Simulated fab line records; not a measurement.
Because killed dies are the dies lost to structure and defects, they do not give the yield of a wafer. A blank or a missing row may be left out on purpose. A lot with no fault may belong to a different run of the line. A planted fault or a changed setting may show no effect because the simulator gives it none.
The same fault as seen by 2 desks / flow gf180mcu / numbers are kept per desk, each desk with only its own; the story behind them comes last

DESK OF THE TOOL OWNER: rie_diel-01
The tool's own readings at GF_STI_ETCH_13 (etches the open film in CHF3/O2, stops on Si, target depth 282.31 nm, time 112.9 s): means of the sampled wafers that have a number, for each lot that ran on this tool. The brackets show how far a lot's mean lies from the usual mean; more than 4 standard deviations puts the lot out of limits, marked OUT.
Columns: A = drypump_motor_current_A at GF_STI_ETCH_13, usual 5.8 A; B = oes_product_au at GF_STI_ETCH_13, usual 0.836 a.u.; C = rf_fwd_power_W at GF_STI_ETCH_13, usual 596.6 W; D = throttle_valve_pct at GF_STI_ETCH_13, usual 8.811 %
lot=L908; first seen here=day 2 16:05; A=5.8; B=0.834; C=597.0; D=8.810
lot=L909; first seen here=day 2 21:56; A=5.6; B=0.846; C=595.5; D=8.810
lot=L912; first seen here=day 3 13:53; A=5.6; B=0.836; C=597.1; D=8.809
lot=L914; first seen here=day 4 00:44; A=5.5; B=0.821; C=596.3; D=8.816
lot=L915; first seen here=day 4 09:38; A=5.6; B=0.839; C=595.2; D=8.805
lot=L918; first seen here=day 4 20:44; A=5.4; B=0.845; C=596.5; D=8.808
lot=L920; first seen here=day 5 07:29; A=5.6; B=0.842; C=596.2; D=8.816
lot=L921; first seen here=day 5 11:47; A=5.6; B=0.831; C=598.1; D=8.805
This desk found nothing out of limits on any of the 8 lots.

AT THE METROLOGY DESK
What the gauges read, lot by lot, whatever tool the lot ran on: means of the sampled wafers that have a number. The brackets show how far a lot's mean lies from the usual mean; more than 4 standard deviations puts the lot out of limits, marked OUT.
Columns: A = TOP_METAL_OVL at GF_TOP_METAL_OVL_MEAS_15, usual 0.5 nm
lot=L906; first seen here=day 28 07:01; A=1.0
lot=L907; first seen here=day 28 14:46; A=-0.7
lot=L908; first seen here=day 28 19:10; A=-0.3
lot=L909; first seen here=day 29 07:32; A=0.1
lot=L911; first seen here=day 30 02:31; A=1.4
lot=L912; first seen here=day 30 07:52; A=0.1
lot=L914; first seen here=day 30 18:58; A=0.7
lot=L915; first seen here=day 31 09:43; A=1.2
lot=L918; first seen here=day 31 21:31; A=-0.1
lot=L919; first seen here=day 32 01:21; A=0.8
lot=L920; first seen here=day 32 12:22; A=0.7
lot=L921; first seen here=day 32 13:00; A=-0.7
lot=L927; first seen here=day 34 03:34; A=1.9
This desk found nothing out of limits on any of the 13 lots.

TAKEN TOGETHER
Nothing out of limits was seen by the tool owner's desk.
Metrology desk: nothing out of limits seen.

WHAT HAD BEEN PUT IN BY THE SIMULATOR
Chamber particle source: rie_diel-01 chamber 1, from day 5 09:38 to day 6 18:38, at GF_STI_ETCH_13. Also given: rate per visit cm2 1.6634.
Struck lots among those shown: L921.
